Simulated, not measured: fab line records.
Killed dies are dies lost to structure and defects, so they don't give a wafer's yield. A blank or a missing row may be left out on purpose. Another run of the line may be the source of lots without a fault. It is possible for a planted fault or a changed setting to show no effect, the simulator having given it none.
Matching of chambers / flow gf180mcu / rieSi-01 running GF_STI_ETCH_14: 4 sister chambers
The step etches Si in HBr/Cl2/O2, target depth 360 nm, time 102.9 s. 7 wafers are shown with their chamber, then 7 later ones without.

## WAFERS WITH THEIR CHAMBER
wafer=L823.5; chamber=1; drypumpMotorCurrentA (A)=5.6; oesProductAu (a.u.)=0.990
wafer=L824.4; chamber=0; drypumpMotorCurrentA (A)=4.9; oesProductAu (a.u.)=0.999
wafer=L825.1; chamber=3; drypumpMotorCurrentA (A)=5.8; oesProductAu (a.u.)=0.993
wafer=L825.4; chamber=3; drypumpMotorCurrentA (A)=5.9; oesProductAu (a.u.)=0.996
wafer=L825.5; chamber=1; drypumpMotorCurrentA (A)=5.6; oesProductAu (a.u.)=0.982
wafer=L839.1; chamber=2; drypumpMotorCurrentA (A)=5.2; oesProductAu (a.u.)=1.009
wafer=L839.2; chamber=0; drypumpMotorCurrentA (A)=4.9; oesProductAu (a.u.)=0.997

## WAFERS WHOSE CHAMBER IS MISSING
wafer=L839.6; drypumpMotorCurrentA (A)=5.9; oesProductAu (a.u.)=0.995
wafer=L843.2; drypumpMotorCurrentA (A)=5.6; oesProductAu (a.u.)=0.995
wafer=L843.3; drypumpMotorCurrentA (A)=5.3; oesProductAu (a.u.)=1.007
wafer=L843.6; drypumpMotorCurrentA (A)=5.8; oesProductAu (a.u.)=1.004
wafer=L845.1; drypumpMotorCurrentA (A)=5.9; oesProductAu (a.u.)=1.010
wafer=L845.4; drypumpMotorCurrentA (A)=5.2; oesProductAu (a.u.)=1.012
wafer=L845.5; drypumpMotorCurrentA (A)=5.6; oesProductAu (a.u.)=0.997

## EACH ONE'S CHAMBER
wafer=L839.6; from the rows above=3; in truth=3
wafer=L843.2; from the rows above=1; in truth=1
wafer=L843.3; from the rows above=2; in truth=2
wafer=L843.6; from the rows above=3; in truth=3
wafer=L845.1; from the rows above=3; in truth=3
wafer=L845.4; from the rows above=2; in truth=2
wafer=L845.5; from the rows above=1; in truth=1
Correctly placed: 7 of 7. Left unplaced by these rows: 0. Wrongly placed: 0.
How it was worked out, from the rows above alone: a wafer's distance from a chamber is the root of the sum, over the readings, of the square of ((its reading less the chamber's mean) divided by the reading's scatter). If the next closest chamber is less than 2 further off than the closest, the wafer can't be placed; otherwise it belongs to the closest. Each chamber's mean is taken over the wafers shown for it. The scatter is the square root of a quotient: the sum, over the shown wafers, of each reading's squared deviation from its chamber's mean, divided by wafers minus chambers.
